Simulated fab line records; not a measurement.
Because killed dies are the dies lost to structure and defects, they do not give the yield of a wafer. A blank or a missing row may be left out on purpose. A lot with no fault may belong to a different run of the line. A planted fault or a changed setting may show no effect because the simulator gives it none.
Chamber matching || flow gf180mcu || 4 sister chambers for GF_CONTACT_CMP_04 on cmp-02
The step polishes SiO2. 8 wafers are shown with their chamber, then 7 later ones without.

EACH WAFER AND ITS CHAMBER
{"wafer": "L289.1", "chamber": 0, "motor_current_A (A)": 11.2, "time_to_endpoint_s (s)": 115}
{"wafer": "L289.3", "chamber": 2, "motor_current_A (A)": 11.3, "time_to_endpoint_s (s)": 119}
{"wafer": "L289.4", "chamber": 1, "motor_current_A (A)": 11.1, "time_to_endpoint_s (s)": 113}
{"wafer": "L301.2", "chamber": 1, "motor_current_A (A)": 11.9, "time_to_endpoint_s (s)": 102}
{"wafer": "L301.4", "chamber": 3, "motor_current_A (A)": 10.7, "time_to_endpoint_s (s)": 111}
{"wafer": "L301.6", "chamber": 3, "motor_current_A (A)": 10.8, "time_to_endpoint_s (s)": 114}
{"wafer": "L303.1", "chamber": 0, "motor_current_A (A)": 11.1, "time_to_endpoint_s (s)": 101}
{"wafer": "L303.4", "chamber": 2, "motor_current_A (A)": 11.1, "time_to_endpoint_s (s)": 107}

WAFERS MISSING THEIR CHAMBER
{"wafer": "L303.5", "motor_current_A (A)": 11.3, "time_to_endpoint_s (s)": 109}
{"wafer": "L304.2", "motor_current_A (A)": 11.5, "time_to_endpoint_s (s)": 97}
{"wafer": "L304.3", "motor_current_A (A)": 11.5, "time_to_endpoint_s (s)": 106}
{"wafer": "L304.6", "motor_current_A (A)": 10.9, "time_to_endpoint_s (s)": 99}
{"wafer": "L305.1", "motor_current_A (A)": 11.9, "time_to_endpoint_s (s)": 99}
{"wafer": "L305.5", "motor_current_A (A)": 11.6, "time_to_endpoint_s (s)": 108}
{"wafer": "L305.6", "motor_current_A (A)": 10.8, "time_to_endpoint_s (s)": 117}

CHAMBER TAKEN BY EACH
{"wafer": "L303.5", "from the rows above": "can't be placed: 0 or 2 or 1 or 3", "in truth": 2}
{"wafer": "L304.2", "from the rows above": "can't be placed: 1 or 0 or 2 or 3", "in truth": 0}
{"wafer": "L304.3", "from the rows above": "can't be placed: 1 or 0 or 2", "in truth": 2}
{"wafer": "L304.6", "from the rows above": "can't be placed: 0 or 3 or 2 or 1", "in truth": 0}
{"wafer": "L305.1", "from the rows above": "can't be placed: 1 or 0 or 2", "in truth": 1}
{"wafer": "L305.5", "from the rows above": "can't be placed: 1 or 2 or 0", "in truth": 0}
{"wafer": "L305.6", "from the rows above": "can't be placed: 3 or 2 or 0", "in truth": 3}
Placed correctly: 0 of 7. Not placeable from these rows: 7 (in 7, the candidates include the true chamber). Wrongly placed: 0.
How it was worked out, from the rows above alone: a wafer's distance from a chamber is the root of the sum, over the readings, of the square of ((its reading less the chamber's mean) divided by the reading's scatter). The wafer belongs to the nearest chamber; if the next one is less than 2 further off, it can't be placed. The mean given for a chamber averages the wafers shown for that chamber. How the scatter is found: for the shown wafers, subtract from each reading the mean of its chamber, square and add these, divide the total by (wafers less chambers), then take the root.
